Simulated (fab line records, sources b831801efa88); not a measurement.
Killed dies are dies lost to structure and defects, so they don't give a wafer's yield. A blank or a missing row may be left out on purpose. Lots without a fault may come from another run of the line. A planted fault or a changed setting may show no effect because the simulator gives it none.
A struck lot beside a sound one | flow sky130 | 37 steps out of a route of 708
Sound: wafers L678.1, L678.4, L678.5. Struck: wafers L687.1, L687.3, L687.4. The cause comes at the end.
At each step with rows: each side's tool, then ch and its chambers, then its first start. Under that, the readings that differ: sound wafers | struck wafers | difference of the means | sigmas: that difference in standard deviations of wafers without a fault.
alike: readings whose means differ by less than 2 such deviations, and words and numbers that are the same on both sides. not compared: withheld readings, readings that some wafer has no value for, bounds like >300 that may hide the same value, and numbers for which the record gives no deviation and whose values overlap.
The two part at a step that has a row with sigmas, a row that says differs or no value, or rows on one side only. Numbers that don't overlap but have no deviation are shown without sigmas and don't part them. A reading that every wafer of one side lacks parts them only if that side has two wafers or more.

first, 10 steps without rows for these wafers: SKY_VIA2_CLEAN_18 (cleans in IPA, time 180 s); SKY_VIA2_CLEAN_19 (cleans in O3/DIW); SKY_VIA2_SPUTTER_20 (material TiN, target thk 20 nm, time 80 s); SKY_VIA2_CVD_21 (deposits W, target thk 420 nm, time 126.4 s); SKY_VIA2_CMP_24 (polishes, stops on SiO2, t overpolish 20 s, target thk 0 nm); SKY_METAL3_SPUTTER_00 (material Ti, target thk 15 nm, time 10 s); SKY_METAL3_SPUTTER_01 (material TiN, target thk 20 nm, time 16.7 s); SKY_METAL3_SPUTTER_02 (material AlCu, target thk 735 nm, time 39.1 s); SKY_METAL3_SPUTTER_03 (material Ti, target thk 5 nm, time 3.3 s); SKY_METAL3_SPUTTER_04 (material TiN, target thk 70 nm, time 58.3 s).
SKY_CAPM_CVD_00: deposits SiO2, target thk 15.5 nm.
  sound on pecvd-02 ch 1,2, day 37 20:07; struck on pecvd-02 ch 0,1, day 41 11:13
  reading                               | sound             | struck           | difference | sigmas
  model.SiO2_of_CAPM_CVD_00.thk_nm (nm) | 15.43 15.59 15.55 | 8.71 8.539 8.521 | -6.93      |
  alike: heater_power_w
SKY_CAPM_THK_MEAS_01:
  sound on film_metro-04, day 37 20:10; struck on film_metro-03, day 41 11:14
  reading              | sound             | struck         | difference | sigmas
  CAPM_CVD_00_THK (nm) | 15.39 15.56 15.54 | 8.69 8.55 8.48 | -6.92      | -29
then, 23 steps without rows for these wafers: SKY_CAPM_SPUTTER_02 (material TiN, target thk 200 nm, time 166.7 s); SKY_CAPM_DEHYDRATE_05 (time 60 s); SKY_CAPM_HMDS_06 (prime time 60 s); SKY_CAPM_COAT_07 (resist thk 1140 nm); SKY_CAPM_SOFTBAKE_08 (time 60 s); SKY_CAPM_EXPOSE_09 (exposes mask CAPM, target cd 1000 nm); SKY_CAPM_PEB_10; SKY_CAPM_DEVELOP_11 (develop time 60 s); SKY_CAPM_METAL_ETCH_13 (etches TiN in Cl2/BCl3, stops on SiO2, target depth 220 nm, time 62.9 s); SKY_CAPM_STRIP_14 (strips in O2/N2); SKY_CAPM_STRIP_15 (strips in post etch residue remover, time 1200 s); SKY_CAPM_CLEAN_16 (cleans in IPA, time 180 s); SKY_CAPM_CLEAN_17 (cleans in O3/DIW); SKY_METAL3_DEHYDRATE_05 (time 60 s); SKY_METAL3_HMDS_06 (prime time 60 s); SKY_METAL3_COAT_07 (resist thk 60 nm); SKY_METAL3_COAT_08 (resist thk 1140 nm); SKY_METAL3_SOFTBAKE_09 (time 90 s); SKY_METAL3_EXPOSE_10 (exposes mask MM3, target cd 300 nm); SKY_METAL3_PEB_11; SKY_METAL3_DEVELOP_12 (develop time 62.14 s); SKY_METAL3_DESCUM_15 (chemistry O2, time 8 s); SKY_METAL3_ETCH_16 (etches BARC in N2/H2, stops on SiO2, time 88.2 s, target depth 60 nm).
SKY_METAL3_ETCH_17: etches SiO2 in C4F8/O2/Ar, stops on TiN, time 3.9 s, target depth 15 nm.
  sound on rie_diel-01 ch 1,3, day 40 00:08; struck on rie_diel-01 ch 0,1,2, day 43 10:56
  reading                  | sound             | struck            | difference | sigmas
  oes_product_au (a.u.)    | 0.757 0.751 0.757 | 0.588 0.581 0.581 | -0.172     | -24
  model.etch.depth_nm (nm) | 15.43 15.59 15.55 | 8.71 8.539 8.521  | -6.93      |
  not compared: rf_hours_counter_h
-- the record jumps here: 6 days lie between the struck wafers' starts before and after (it left off in module METAL3 and takes up again in module PAD_OPEN, whose first step shown is number 708 of the route) --
SKY_PAD_OPEN_PROBE_99:
  sound on prober-02, day 47 01:37; struck on prober-02, day 49 18:25
  reading                               | sound                | struck                        | difference | sigmas
  model.etest.tester.sort_n_pass        | 418 414 416          | 0 0 0                         | -416       |
  model.etest.tester.sort_yield_pct (%) | 84.96 84.15 84.55    | 0 0 0                         | -85        |
  model.etest.tester.sort_bin_5_pct (%) | 8.13 8.13 8.943      | 94.31 94.31 92.89             | +85.44     |
  model.etest.cap_mim.bv_v (V)          | 13.57 13.94 13.56    | 7.887 7.636 7.994             | -5.851     |
  model.etest.cap_mim.leak_log10_a_cm2  | -8.923 -9.043 -9.038 | -5.85 -5.804 -5.798           | +3.18      |
  model.etest.cap_mim.c_ff_um2          | 2.357 2.325 2.352    | 4.197 4.235 4.273             | +1.890     |
  model.etest.tester.sort_bin_4_pct (%) | 0 0 0                | 6.814e-06 0.0002295 1.225e-06 | +7.918e-05 |
  model.etest.tester.sort_bin_8_pct (%) | 0 0 0                | 1.059e-32 9.79e-33 3.826e-34  | +6.921e-33 |
  alike: defect_limited_yield, killed_at_M0_to_M3, killed_at_M4_up, killed_at_contacts, killed_at_front_end, killed_at_other, killed_dies, killed_open, killed_short

WHERE THEY PART
First at SKY_CAPM_THK_MEAS_01; last, within this record, at SKY_METAL3_ETCH_17. Later steps at which nothing parts them and some readings are alike: SKY_PAD_OPEN_PROBE_99.

WHY: what the simulator had put in
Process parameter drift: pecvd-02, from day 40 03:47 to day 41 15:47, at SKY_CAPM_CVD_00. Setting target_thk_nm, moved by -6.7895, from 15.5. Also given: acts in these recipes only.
